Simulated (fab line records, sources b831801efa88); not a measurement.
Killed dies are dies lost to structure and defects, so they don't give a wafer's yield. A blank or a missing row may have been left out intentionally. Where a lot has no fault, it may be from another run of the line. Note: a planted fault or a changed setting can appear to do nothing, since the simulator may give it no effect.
What tool caused it? ; flow sky130 ; 7 lots with 21 wafers sampled at 3 steps, on a route of 708 steps

## WHAT THE GAUGES SHOWED, per wafer
SKY_VT_ADJUST_NCORE_TW_MEAS_11.
lot;measured;on;VT_ADJUST_NCORE_TW
L239;day 9 03:14;film_metro-02;218.3 217.2 218.2
L247;day 11 11:46;film_metro-01;29.4 29.3 29.3
L249;day 12 05:52;film_metro-02;218.4 217.3 218.0
L251;day 12 19:23;film_metro-01;217.3 217.5 217.5
L254;day 13 17:16;film_metro-02;218.7 218.8 217.9
L257;day 14 11:43;film_metro-01;215.4 216.9 216.7
L259;day 15 18:14;film_metro-02;217.0 216.8 217.7

## TOOL THAT RAN EACH LOT (tool first, then ch and the chambers of the sampled wafers, then the start)
lot;SKY_VT_ADJUST_NCORE_IMPLANT_09;SKY_VT_ADJUST_NCORE_STRIP_10
L239;implanter-01 ch 0, day 9 02:59;plasma_asher-03 ch 0,1, day 9 03:08
L247;implanter-02, day 11 11:31;plasma_asher-04 ch 0,1, day 11 11:40
L249;implanter-02 ch 0, day 12 05:37;plasma_asher-04 ch 0,1, day 12 05:46
L251;implanter-01 ch 0, day 12 19:10;plasma_asher-02 ch 0,1, day 12 19:17
L254;implanter-03 ch 0, day 13 17:01;plasma_asher-04 ch 0,1, day 13 17:10
L257;implanter-02 ch 0, day 14 11:30;plasma_asher-02 ch 0,1, day 14 11:37
L259;implanter-02 ch 0, day 15 18:02;plasma_asher-02 ch 0,1, day 15 18:08
- SKY_VT_ADJUST_NCORE_IMPLANT_09
- SKY_VT_ADJUST_NCORE_STRIP_10: strips in O2/N2.

## THE ANSWER, worked out from the rows above alone
Rule: the usual values come from the lots themselves. Put in order of their means at a reading, lots are off if they are a third of the lots or fewer, leave a main group of 4 or more, and stand apart from it by a gap of 3 or more times the standard deviation of the main group's means; of several such gaps the widest counts. If all means in a main group match to the digits the tables above print for the reading, that group is not used. Also off: a lot with no number at a reading for which 4 or more lots have one. The other lots that the step has rows for count as sound.
Off: L247, at SKY_VT_ADJUST_NCORE_TW_MEAS_11 (VT_ADJUST_NCORE_TW). For the main group the mean is 217.5 and the standard deviation 0.67.
A tool fits if, at a process step before that reading, it ran every lot that is off, and no sound lot after the first of them. The gauges at SKY_VT_ADJUST_NCORE_TW_MEAS_11 are tried like those tools. Not one of the candidates tried fits.

## WHAT THE SIMULATOR PUT IN
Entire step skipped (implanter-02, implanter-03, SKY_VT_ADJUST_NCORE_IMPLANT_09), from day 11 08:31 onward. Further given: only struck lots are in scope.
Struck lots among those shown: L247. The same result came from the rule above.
